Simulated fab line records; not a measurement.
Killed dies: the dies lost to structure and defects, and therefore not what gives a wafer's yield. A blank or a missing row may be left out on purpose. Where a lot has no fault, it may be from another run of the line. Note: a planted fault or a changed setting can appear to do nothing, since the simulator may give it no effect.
Struck lot and sound lot, side by side | flow sky130 | 43 steps out of a route of 708
Sound: the wafers L267.3, L267.5, L267.6. Wafers struck: L282.2, L282.5, L282.6. The cause comes at the end.
At each step with rows: each side's tool, then ch and its chambers, then its first start. Under that, the readings that differ: sound wafers | struck wafers | difference of the means | sigmas: that difference in standard deviations of wafers without a fault.
alike: readings whose means differ by less than 2 such deviations, and words and numbers that are the same on both sides. not compared: withheld readings, readings that some wafer has no value for, bounds like >300 that may hide the same value, and numbers for which the record gives no deviation and whose values overlap.
Wherever a step has rows on one side only, a row that says differs or no value, or a row with sigmas, the two part there. When numbers do not overlap yet have no deviation, they are printed without sigmas and do not part them. A reading missing from all wafers of one side parts the sides only when that side holds two or more wafers.

SKY_POLY_CUT_ETCH_10: etches BARC in N2/H2, stops on SiO2, time 45.9 s, target depth 60 nm.
  sound on rie_diel-01 ch 0,2,3, day 24 02:14; struck on rie_diel-02 ch 2,3, day 30 20:47
  alike: drypump_motor_current_A, oes_product_au, throttle_valve_pct
  not compared: rf_hours_counter_h
SKY_POLY_CUT_ETCH_11: etches Si3N4 in CF4/CH2F2/Ar, stops on poly-Si, time 42.5 s, target depth 60 nm.
  sound on rie_diel-01 ch 0,2,3, day 24 02:16; struck on rie_diel-02 ch 2,3, day 30 20:49
  alike: drypump_motor_current_A, oes_product_au, throttle_valve_pct
  not compared: rf_hours_counter_h
SKY_POLY_CUT_STRIP_12: strips in O2/N2.
  sound on plasma_asher-03 ch 0,1, day 24 02:21; struck on plasma_asher-01 ch 0,1, day 30 20:52
  alike: drypump_motor_current_A, oes_product_au, strip_time_to_endpoint_s
  not compared: rf_hours_counter_h
then, 7 steps without rows for these wafers: SKY_SD_P_DEHYDRATE_00 (time 60 s); SKY_SD_P_HMDS_01 (prime time 60 s); SKY_SD_P_COAT_02 (resist thk 1140 nm); SKY_SD_P_SOFTBAKE_03 (time 60 s); SKY_SD_P_EXPOSE_04 (exposes mask PSDM, target cd 380 nm); SKY_SD_P_PEB_05; SKY_SD_P_DEVELOP_06 (develop time 60 s).
SKY_SD_P_CD_MEAS_07: the cd target is 380 nm.
  sound: cd_sem-01 at day 25 07:58; struck: cd_sem-02 at day 31 23:42
  alike: cd_nm
SKY_SD_P_OVL_MEAS_08:
  sound: overlay-02 at day 25 08:03; struck: overlay-02 at day 31 23:49
  reading       | sound          | struck       | difference | sigmas
  SD_P_OVL (nm) | -2.7 -2.6 -3.0 | -0.2 0.7 0.2 | +3.0       | +3
SKY_SD_P_IMPLANT_09:
  sound on implanter-01 ch 0, day 25 08:08; struck on implanter-01 ch 0, day 31 23:52
  alike: end_station_pressure_torr
SKY_SD_P_STRIP_10: strips in O2/N2.
  sound on plasma_asher-03 ch 0,1, day 25 08:16; struck on plasma_asher-03 ch 0,1, day 31 23:59
  alike: drypump_motor_current_A, oes_product_au, strip_time_to_endpoint_s
  not compared: rf_hours_counter_h
SKY_SD_P_TW_MEAS_11:
  sound: film_metro-02 at day 25 08:21; struck: film_metro-02 at day 32 00:06
  alike: SD_P_TW
then, 9 steps without rows for these wafers: SKY_RES_XHIGH_DEHYDRATE_00 (time 60 s); SKY_RES_XHIGH_HMDS_01 (prime time 60 s); SKY_RES_XHIGH_COAT_02 (resist thk 1140 nm); SKY_RES_XHIGH_SOFTBAKE_03 (time 60 s); SKY_RES_XHIGH_EXPOSE_04 (exposes mask URPM, target cd 1270 nm); SKY_RES_XHIGH_PEB_05; SKY_RES_XHIGH_DEVELOP_06 (develop time 60 s); SKY_RES_XHIGH_IMPLANT_07; SKY_RES_XHIGH_STRIP_08 (strips in O2/N2).
SKY_RES_XHIGH_TW_MEAS_09:
  sound: film_metro-04 at day 26 14:23; struck: film_metro-01 at day 33 02:40
  alike: RES_XHIGH_TW
then, 7 steps without rows for these wafers: SKY_SD_N_DEHYDRATE_00 (time 60 s); SKY_SD_N_HMDS_01 (prime time 60 s); SKY_SD_N_COAT_02 (resist thk 1140 nm); SKY_SD_N_SOFTBAKE_03 (time 60 s); SKY_SD_N_EXPOSE_04 (exposes mask NSDM, target cd 380 nm); SKY_SD_N_PEB_05; SKY_SD_N_DEVELOP_06 (develop time 60 s).
SKY_SD_N_CD_MEAS_07: the cd target is 380 nm.
  sound: cd_sem-01 at day 27 19:35; struck: cd_sem-02 at day 34 05:03
  alike: cd_nm
SKY_SD_N_OVL_MEAS_08:
  sound: overlay-01 at day 27 19:41; struck: overlay-02 at day 34 05:09
  alike: SD_N_OVL
then, 3 steps without rows for these wafers: SKY_SD_N_IMPLANT_09; SKY_SD_N_IMPLANT_10; SKY_SD_N_STRIP_11 (strips in O2/N2).
SKY_SD_N_TW_MEAS_12:
  sound: film_metro-01 at day 27 20:08; struck: film_metro-04 at day 34 05:35
  alike: SD_N_TW
then, 1 step without rows for these wafers: SKY_SD_N_CLEAN_13 (cleans in SC1/SC2, time 150 s).
SKY_SD_N_RTA_14: time 2 s.
  sound on rtp_anneal-01 ch 0, day 27 20:16; struck on rtp_anneal-02 ch 0, day 34 05:42
  alike: lamp_power_pct, wafer_temp_C_max
SKY_SD_N_RS_MEAS_16: measures by four-point-probe.
  sound: film_metro-02 at day 27 20:28; struck: film_metro-04 at day 34 05:53
  alike: SD_N_RS
SKY_SD_N_RS_MEAS_17: measures by four-point-probe.
  sound: film_metro-02 at day 27 20:35; struck: film_metro-04 at day 34 06:01
  reading          | sound             | struck            | difference | sigmas
  SD_P_RS (ohm/sq) | 147.4 146.9 147.1 | 148.3 148.4 148.4 | +1.2       | +3
-- here the record skips 16 days between the struck wafers' starts before and after, leaving off in module SD_N and picking up in module PAD_OPEN (first step shown: number 708 of the route) --
SKY_PAD_OPEN_PROBE_99:
  sound: prober-02 at day 45 22:37; struck: prober-01 at day 50 08:42
  reading                                 | sound             | struck            | difference | sigmas
  model.etest.res_high_po.rs_ohm_sq_range | 4.292 6.058 5.194 | 102.1 96.39 96.72 | +93.2      |
  model.etest.res_pdiff.rs_ohm_sq_range   | 3.463 3.725 4.357 | 30.45 30.48 29.45 | +26.28     |
  model.etest.pfet_01v8.drive_ua_um_range | 5.266 6.615 4.882 | 14.79 13.09 9.164 | +6.76      |
  alike: killed_at_M0_to_M3, killed_at_M4_up, killed_at_contacts, killed_at_front_end, killed_at_other, killed_dies, killed_open, killed_short

WHERE THEY PART
At SKY_SD_P_OVL_MEAS_08 first; at SKY_SD_N_RS_MEAS_17 last (within this record only). Later steps at which nothing parts them and some readings are alike: SKY_PAD_OPEN_PROBE_99.

WHY: what had been put in by the simulator
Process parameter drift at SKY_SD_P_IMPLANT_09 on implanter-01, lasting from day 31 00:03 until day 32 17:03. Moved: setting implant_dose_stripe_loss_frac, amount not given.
